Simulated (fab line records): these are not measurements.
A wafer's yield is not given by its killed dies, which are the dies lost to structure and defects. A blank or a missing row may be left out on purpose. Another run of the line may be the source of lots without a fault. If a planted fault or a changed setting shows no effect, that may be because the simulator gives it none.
fab line records -- flow sky130
record: lots: 12, wafers: 36, last-day: 50
route steps=708 shown LI_CONTACT@375 LOCAL_INTERCONNECT@402 CONTACT@406
lots that met no fault: taken from a fault-free run of the same line
start-h: the number of hours between the record's first day and the start of the first shown wafer of the lot -- wait-h: hours since the lot's step before -- " as in the row above -- L1.1+2: several wafers, shown together as one row -- - no value present, or no start provided -- * or withheld: withheld -- < > ~ a bound
route shown NAME@n: NAME is a module with steps in the file, n the number in the route of the first one -- usual: the fault-free wafers' mean and standard deviation -- same: alike in all rows -- chamber/n: place in a boat -- sites: readings site by site -- _std_site: their standard deviation -- _edge_site: inner sites' mean taken away from outer sites' mean -- radius-mm: how far each site lies from the wafer's centre -- mask NAME#n: copy n -- behind: the last tool/chamber to shape the wafer -- hold: why the lot was held/for how many hours/how that ended -- device: names the non-switching transistor (n, p or np) -- end of line: the same wafers' tests at the end of the route -- a step given without rows: its recipe and nothing more -- killed: count of dies lost to structure and defects at first sort (not the wafer's yield) -- map: per-die view of a wafer (x killed, . not killed, _ where there is no die)
set.NAME: the run value of the setting; set.NAME@STEP: its run value at that earlier step -- model.NAME: the simulator's own value behind a step, which no gauge read
steps of the route over a sample of lots; a table a step, a row a wafer
services: when a tool's chamber went out of use (start-h, in hours from the record's first day, below 0 if earlier), for how many hours, and the reason
== steps ==
step: SKY_LI_CONTACT_OVL_MEAS_13
usual: LI_CONTACT_OVL: 3/5.9
lot.wafer,tool,chamber,start-h,wait-h,LI_CONTACT_OVL[nm]
L582.1,overlay-01,-,684.11,0.1,2
L582.2,overlay-01,-,684.11,0.1,2
L582.4,overlay-01,-,684.11,0.1,2
L583.1,overlay-02,-,688.31,0.1,0
L583.3,overlay-02,-,688.31,0.1,-3
L583.6,overlay-02,-,688.31,0.1,-5
L586.3,overlay-01,-,708.07,0.1,6
L586.4,overlay-01,-,708.07,0.1,4
L586.6,overlay-01,-,708.07,0.1,5
L587.1,overlay-01,-,721.81,0.1,6
L587.3,overlay-01,-,721.81,0.1,9
L587.4,overlay-01,-,721.81,0.1,12
L588.2,overlay-02,-,734.71,0.1,8
L588.4,overlay-02,-,734.71,0.1,8
L588.6,overlay-02,-,734.71,0.1,8
L589.3,overlay-01,-,738.27,0.1,14
L589.4,overlay-01,-,738.27,0.1,9
L589.6,overlay-01,-,738.27,0.1,10
L590.4,overlay-02,-,755.53,0.1,13
L590.5,overlay-02,-,755.53,0.1,15
L590.6,overlay-02,-,755.53,0.1,3
L593.1,overlay-01,-,769.51,0.1,4
L593.2,overlay-01,-,769.51,0.1,-1
L593.4,overlay-01,-,769.51,0.1,-2
L592.1,overlay-01,-,770.56,0.1,9
L592.3,overlay-01,-,770.56,0.1,6
L592.6,overlay-01,-,770.56,0.1,2
L599.1,overlay-02,-,817.66,0.1,2
L599.2,overlay-02,-,817.66,0.1,-7
L599.5,overlay-02,-,817.66,0.1,-1
L603.2,overlay-01,-,844.51,0.1,10
L603.3,overlay-01,-,844.51,0.1,1
L603.6,overlay-01,-,844.51,0.1,3
L604.1,overlay-01,-,848.21,0.1,7
L604.4,overlay-01,-,848.21,0.1,8
L604.6,overlay-01,-,848.21,0.1,2
step: SKY_LI_CONTACT_CVD_21
recipe: material: W, target-thk-nm: 400, time-s: 120.56, temp-c: 400, pressure-torr: 40
usual: heater-power-w: 791/39
lot.wafer,tool,chamber,start-h,wait-h,heater-power-w
L582.1,cvd-w-02,0,684.71,0.0,797
L582.2,cvd-w-02,1,684.71,0.0,809
L582.4,cvd-w-02,1,684.71,0.0,798
L583.1,cvd-w-01,0,688.90,0.0,834
L583.3,cvd-w-01,1,688.90,0.0,721
L583.6,cvd-w-01,1,688.90,0.0,726
L586.3,cvd-w-01,0,708.69,0.1,797
L586.4,cvd-w-01,1,708.69,0.1,725
L586.6,cvd-w-01,1,708.69,0.1,732
L587.1,cvd-w-01,0,722.51,0.0,836
L587.3,cvd-w-01,0,722.51,0.0,819
L587.4,cvd-w-01,1,722.51,0.0,751
L588.2,cvd-w-02,1,735.32,0.0,819
L588.4,cvd-w-02,0,735.32,0.0,810
L588.6,cvd-w-02,0,735.32,0.0,825
L589.3,cvd-w-02,1,738.91,0.1,815
L589.4,cvd-w-02,0,738.91,0.1,804
L589.6,cvd-w-02,1,738.91,0.1,801
L590.4,cvd-w-02,1,756.15,0.0,845
L590.5,cvd-w-02,0,756.15,0.0,799
L590.6,cvd-w-02,1,756.15,0.0,791
L593.1,cvd-w-02,0,770.16,0.0,804
L593.2,cvd-w-02,1,770.16,0.0,809
L593.4,cvd-w-02,1,770.16,0.0,792
L592.1,cvd-w-01,0,771.17,0.0,819
L592.3,cvd-w-01,1,771.17,0.0,731
L592.6,cvd-w-01,1,771.17,0.0,751
L599.1,cvd-w-01,0,818.28,0.0,805
L599.2,cvd-w-01,1,818.28,0.0,746
L599.5,cvd-w-01,1,818.28,0.0,733
L603.2,cvd-w-01,0,845.10,0.0,818
L603.3,cvd-w-01,0,845.10,0.0,816
L603.6,cvd-w-01,0,845.10,0.0,826
L604.1,cvd-w-02,1,848.82,0.0,828
L604.4,cvd-w-02,1,848.82,0.0,818
L604.6,cvd-w-02,1,848.82,0.0,847
step: SKY_LOCAL_INTERCONNECT_STRIP_15
recipe: chemistry: O2/N2, power-w: 1400, pressure-mtorr: 1500, platen-temp-c: withheld, o2-flow-sccm: 3000, n2-flow-sccm: 300, overash-fraction: 0.5
usual: chamber-pressure-mTorr: 1500.2/1.3, drypump-motor-current-A: 5.5/0.46, oes-product-au: 0.427/0.0046, strip-time-to-endpoint-s: 4.722/0.021
lot.wafer,tool,chamber,start-h,wait-h,chamber-pressure-mTorr,drypump-motor-current-A,oes-product-au,rf-hours-counter-h,strip-time-to-endpoint-s
L582.1,plasma-asher-02,0,713.65,0.1,1498.7,5.1,0.432,27,4.708
L582.2,plasma-asher-02,1,713.65,0.1,1502.4,5.0,0.428,27,4.712
L582.4,plasma-asher-02,0,713.65,0.1,1500.7,5.1,0.428,-,4.702
L583.1,plasma-asher-04,1,717.46,0.0,1499.8,5.5,0.425,61,4.713
L583.3,plasma-asher-04,0,717.46,0.0,1501.4,5.6,0.427,-,4.698
L583.6,plasma-asher-04,0,717.46,0.0,1498.8,5.6,0.418,-,4.713
L586.3,plasma-asher-02,0,736.74,0.1,1499.6,5.1,0.433,-,4.728
L586.4,plasma-asher-02,1,736.74,0.1,1498.9,5.0,0.423,-,4.722
L586.6,plasma-asher-02,1,736.74,0.1,1498.7,5.0,0.427,-,4.725
L587.1,plasma-asher-02,0,750.06,0.0,1498.7,5.1,0.422,31,4.723
L587.3,plasma-asher-02,1,750.06,0.0,1500.4,5.0,0.428,-,4.714
L587.4,plasma-asher-02,0,750.06,0.0,1498.2,5.1,0.431,-,4.726
L588.2,plasma-asher-02,1,763.14,0.0,1501.2,5.0,0.432,32,4.736
L588.4,plasma-asher-02,0,763.14,0.0,1502.1,5.1,0.429,-,4.747
L588.6,plasma-asher-02,1,763.14,0.0,1498.9,5.0,0.427,-,4.728
L589.3,plasma-asher-03,0,766.98,0.1,1501.2,5.5,0.429,-,4.722
L589.4,plasma-asher-03,1,766.98,0.1,1500.8,6.4,0.425,-,4.704
L589.6,plasma-asher-03,1,766.98,0.1,1501.9,6.4,0.431,-,4.714
L590.4,plasma-asher-04,0,784.18,0.1,1501.4,5.5,0.430,-,4.707
L590.5,plasma-asher-04,0,784.18,0.1,1499.1,5.6,0.421,-,4.716
L590.6,plasma-asher-04,1,784.18,0.1,1501.8,5.5,0.417,-,4.718
L593.1,plasma-asher-03,0,798.39,0.0,1500.4,5.5,0.438,93,4.735
L593.2,plasma-asher-03,1,798.39,0.0,1501.5,6.4,0.422,93,4.723
L593.4,plasma-asher-03,0,798.39,0.0,1500.9,5.5,0.430,-,4.717
L592.1,plasma-asher-02,0,799.34,0.0,1499.6,5.1,0.428,35,4.734
L592.3,plasma-asher-02,0,799.34,0.0,1496.9,5.1,0.420,-,4.725
L592.6,plasma-asher-02,0,799.34,0.0,1500.1,5.1,0.424,-,4.725
L599.1,plasma-asher-02,0,845.31,0.0,1497.4,5.1,0.422,40,4.713
L599.2,plasma-asher-02,1,845.31,0.0,1501.1,5.0,0.424,40,4.721
L599.5,plasma-asher-02,1,845.31,0.0,1502.4,5.0,0.431,-,4.710
L603.2,plasma-asher-02,1,872.14,0.0,1499.8,5.0,0.429,43,4.741
L603.3,plasma-asher-02,0,872.14,0.0,1500.8,5.1,0.421,-,4.744
L603.6,plasma-asher-02,0,872.14,0.0,1502.2,5.1,0.421,-,4.731
L604.1,plasma-asher-04,0,876.01,0.0,1500.2,5.6,0.428,77,4.679
L604.4,plasma-asher-04,0,876.01,0.0,1501.8,5.6,0.426,-,4.728
L604.6,plasma-asher-04,0,876.01,0.0,1501.8,5.5,0.428,-,4.742
step: SKY_CONTACT_CVD_00
recipe: material: Si3N4, target-thk-nm: 75, temp-c: 400, time-s: withheld, rf-w: 450
usual: heater-power-w: 698/130, rf-fwd-power-W: 444.9/1.5
lot.wafer,tool,chamber,start-h,wait-h,heater-power-w,rf-fwd-power-W
L582.1,pecvd-04,2,714.28,0.0,933,446.2
L582.2,pecvd-04,0,714.28,0.0,529,445.0
L582.4,pecvd-04,2,714.28,0.0,932,443.5
L583.1,pecvd-03,1,718.05,0.0,673,442.8
L583.3,pecvd-03,0,718.05,0.0,673,445.0
L583.6,pecvd-03,2,718.05,0.0,691,445.5
L586.3,pecvd-03,0,737.42,0.0,592,446.6
L586.4,pecvd-03,1,737.42,0.0,730,446.0
L586.6,pecvd-03,0,737.42,0.0,631,444.6
L587.1,pecvd-01,0,751.09,0.0,587,442.7
L587.3,pecvd-01,2,751.09,0.0,874,448.6
L587.4,pecvd-01,1,751.09,0.0,684,445.0
L588.2,pecvd-03,1,763.73,0.0,742,444.7
L588.4,pecvd-03,1,763.73,0.0,584,444.6
L588.6,pecvd-03,2,763.73,0.0,682,444.3
L589.3,pecvd-04,0,767.53,0.0,489,443.9
L589.4,pecvd-04,2,767.53,0.0,877,445.4
L589.6,pecvd-04,1,767.53,0.0,749,444.4
L590.4,pecvd-01,1,784.75,0.0,642,444.2
L590.5,pecvd-01,0,784.75,0.0,668,444.1
L590.6,pecvd-01,2,784.75,0.0,818,446.4
L593.1,pecvd-04,0,799.50,0.0,595,445.6
L593.2,pecvd-04,2,799.50,0.0,829,445.2
L593.4,pecvd-04,2,799.50,0.0,806,445.2
L592.1,pecvd-01,0,800.00,0.0,606,444.5
L592.3,pecvd-01,1,800.00,0.0,675,443.7
L592.6,pecvd-01,1,800.00,0.0,669,444.4
L599.1,pecvd-04,1,845.91,0.0,818,444.6
L599.2,pecvd-04,0,845.91,0.0,613,369.3
L599.5,pecvd-04,1,845.91,0.0,830,442.5
L603.2,pecvd-01,0,872.77,0.0,601,443.3
L603.3,pecvd-01,1,872.77,0.0,678,445.1
L603.6,pecvd-01,1,872.77,0.0,686,442.8
L604.1,pecvd-01,0,876.61,0.0,613,442.8
L604.4,pecvd-01,0,876.61,0.0,622,444.8
L604.6,pecvd-01,1,876.61,0.0,681,444.1
step: SKY_CONTACT_THK_MEAS_01
recipe: reads: Si3N4_of_CONTACT_CVD_00
usual: CONTACT_CVD_00_THK: 75.1/0.91
lot.wafer,tool,chamber,start-h,wait-h,CONTACT_CVD_00_THK[nm]
L582.1,film-metro-04,-,714.32,-,74.4
L582.2,film-metro-04,-,714.32,-,75.1
L582.4,film-metro-04,-,714.32,-,75.8
L583.1,film-metro-01,-,718.09,-,74.3
L583.3,film-metro-01,-,718.09,-,74.4
L583.6,film-metro-01,-,718.09,-,74.4
L586.3,film-metro-02,-,737.47,-,74.6
L586.4,film-metro-02,-,737.47,-,75.9
L586.6,film-metro-02,-,737.47,-,76.0
L587.1,film-metro-01,-,751.12,-,74.0
L587.3,film-metro-01,-,751.12,-,73.9
L587.4,film-metro-01,-,751.12,-,75.8
L588.2,film-metro-02,-,763.78,-,74.2
L588.4,film-metro-02,-,763.78,-,75.7
L588.6,film-metro-02,-,763.78,-,75.6
L589.3,film-metro-04,-,767.59,-,73.6
L589.4,film-metro-04,-,767.59,-,75.8
L589.6,film-metro-04,-,767.59,-,76.4
L590.4,film-metro-02,-,784.80,-,76.0
L590.5,film-metro-02,-,784.80,-,77.1
L590.6,film-metro-02,-,784.80,-,75.1
L593.1,film-metro-02,-,799.55,-,74.1
L593.2,film-metro-02,-,799.55,-,74.4
L593.4,film-metro-02,-,799.55,-,75.7
L592.1,film-metro-04,-,800.04,-,75.1
L592.3,film-metro-04,-,800.04,-,75.6
L592.6,film-metro-04,-,800.04,-,76.8
L599.1,film-metro-01,-,845.94,-,76.6
L599.2,film-metro-01,-,845.94,-,71.4
L599.5,film-metro-01,-,845.94,-,76.6
L603.2,film-metro-04,-,872.81,-,74.6
L603.3,film-metro-04,-,872.81,-,73.2
L603.6,film-metro-04,-,872.81,-,76.2
L604.1,film-metro-01,-,876.65,-,74.4
L604.4,film-metro-01,-,876.65,-,75.0
L604.6,film-metro-01,-,876.65,-,75.1
== services ==
tool,chamber,start-h,hours,kind
plasma-asher-04,-,664.30,10.0,repair
pecvd-04,2,669.07,5.5,scheduled-down
pecvd-04,-,686.11,4.5,repair
cvd-w-02,-,694.81,6.0,pm
pecvd-04,1,695.51,2.1,scheduled-down
plasma-asher-04,-,696.76,2.3,repair
pecvd-03,-,698.84,5.5,pm
cvd-w-02,-,707.57,2.8,pm
plasma-asher-02,-,714.97,9.4,repair
pecvd-03,-,744.19,2.8,pm
pecvd-01,0,755.95,5.5,scheduled-down
pecvd-01,2,774.42,2.1,scheduled-down
pecvd-04,1,782.53,57.0,repair
pecvd-04,0,786.33,2.1,scheduled-down
plasma-asher-04,-,807.46,2.8,repair
pecvd-03,1,809.21,22.5,repair
pecvd-04,-,814.95,1.2,repair
pecvd-03,1,831.67,-,clean
pecvd-03,1,831.67,-,consumable-replace:showerhead
pecvd-04,1,839.48,5.5,scheduled-down
pecvd-04,-,848.57,2.4,repair
plasma-asher-03,-,851.58,0.6,repair
cvd-w-01,-,869.33,6.9,pm
cvd-w-02,-,876.23,3.8,pm
== key ==
first-sign: step: SKY_CONTACT_CVD_00, reading: rf-fwd-power-W, direction: down, sigmas: 52, usual: 444.9, struck: 369.3
effect: step: SKY_CONTACT_THK_MEAS_01, reading: CONTACT_CVD_00_THK, direction: down, sigmas: 4.1, usual: 75.1, struck: 71.4
met-at SKY_CONTACT_CVD_00
struck-lots L599
struck-wafers L599.2
tester-left-out L599
not-acting-at SKY_LI_CONTACT_OVL_MEAS_13,SKY_LI_CONTACT_CVD_21,SKY_LOCAL_INTERCONNECT_STRIP_15
onset-between 799.50 845.91
fault: kind: process-parameter-drift, tool: pecvd-04, chamber: 0, onset-h: 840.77, steps: SKY_CONTACT_CVD_00, channel: rf-w, offset: -72, shape: step, end-h: 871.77, acts-in: these-recipes-only, stated: 450
tester-left-out: of these lots the tester's yield and bins aren't shown, on N5 and GAA mostly nor the transistor test; their killed dies are dies lost to structure and defects alone, not to doping, threshold or leakage, so they don't give the yield
